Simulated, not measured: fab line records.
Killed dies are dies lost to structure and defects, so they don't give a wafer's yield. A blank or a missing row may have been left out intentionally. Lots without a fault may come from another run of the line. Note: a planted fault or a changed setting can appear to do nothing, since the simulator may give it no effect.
2 desks, one fault    flow gf180mcu    each desk has only its own numbers; what lay behind them comes last

## FOR THE TOOL OWNER'S DESK: pvd sputter-03
The tool's own readings at GF_M3_SPUTTER_02 (material AlCu, target thk 450 nm, time 23.9 s): means of the sampled wafers that have a number, for each lot that ran on this tool. Marked OUT: a lot whose mean sits more than 4 standard deviations from the usual mean, which makes it out of limits; the brackets give that distance.
Columns: A = throttle valve pct at GF_M3_SPUTTER_02, usual 30.3 %
lot   first seen here  A
L339  day 20 13:55     31.7
L342  day 21 12:16     31.8
L349  day 24 13:06     31.2
L350  day 24 16:06     31.1
L361  day 27 21:22     30.4
Result from this desk: across the 5 lots, nothing is out of limits.

## FROM THE METROLOGY DESK
What the gauges read for every lot (on any tool): the sampled wafers with a number, averaged. Marked OUT: a lot whose mean sits more than 4 standard deviations from the usual mean, which makes it out of limits; the brackets give that distance.
Columns: A = V2_CVD_00_THK at GF_V2_THK_MEAS_01, usual 595 nm; B = M3_ALCU_RS at GF_M3_RS_MEAS_05, usual 0.0692 ohm/sq; C = M3_ALCU_THK at GF_M3_THK_MEAS_06, usual 453 nm; D = V3_BOW at GF_V3_BOW_MEAS_05, usual 119 um; E = V4_BOW at GF_V4_BOW_MEAS_05, usual 136 um
lot   first seen here  A    B                 C              D    E
L339  day 19 10:59     597  0.0689            451            113  128
L341  day 20 05:25     593  0.0694            452            120  144
L342  day 20 10:02     596  0.0685            456            124  145
L347  day 22 05:13     594  0.0686            458            118  137
L349  day 23 11:18     591  0.1194 (+73) OUT  355 (-22) OUT  130  144
L350  day 23 16:20     597  0.1210 (+75) OUT  348 (-24) OUT  139  160
L351  day 24 09:23     589  0.0700            452            114  131
L352  day 25 03:17     594  0.0697            449            115  137
L356  day 25 17:23     591  0.0696            450            111  130
L361  day 26 23:25     599  0.0698            452            107  123
L362  day 27 11:39     586  0.0691            450            115  135
Per this desk, out of limits: L349, L350; the first was L349, day 24 13:13 (M3_ALCU_RS at GF_M3_RS_MEAS_05). In limits: L339, L341, L342, L347, L351, L352, L356, L361, L362.

## BROUGHT TOGETHER
On L349, L350, the metrology desk was in a position to raise an alarm at day 24 13:13.
The tool owner's desk saw nothing out of limits.
The tool owner's desk has L349, L350 on record, within its limits.
The lots listed all ran GF_M3_SPUTTER_02 on pvd sputter-03.

## WHAT THE SIMULATOR HAD PUT IN
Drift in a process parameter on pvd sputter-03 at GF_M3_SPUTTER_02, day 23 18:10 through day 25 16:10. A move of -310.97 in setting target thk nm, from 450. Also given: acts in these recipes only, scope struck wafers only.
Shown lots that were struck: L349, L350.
Hours from the fault's start to each desk's first reading out of limits: the metrology desk, 19.
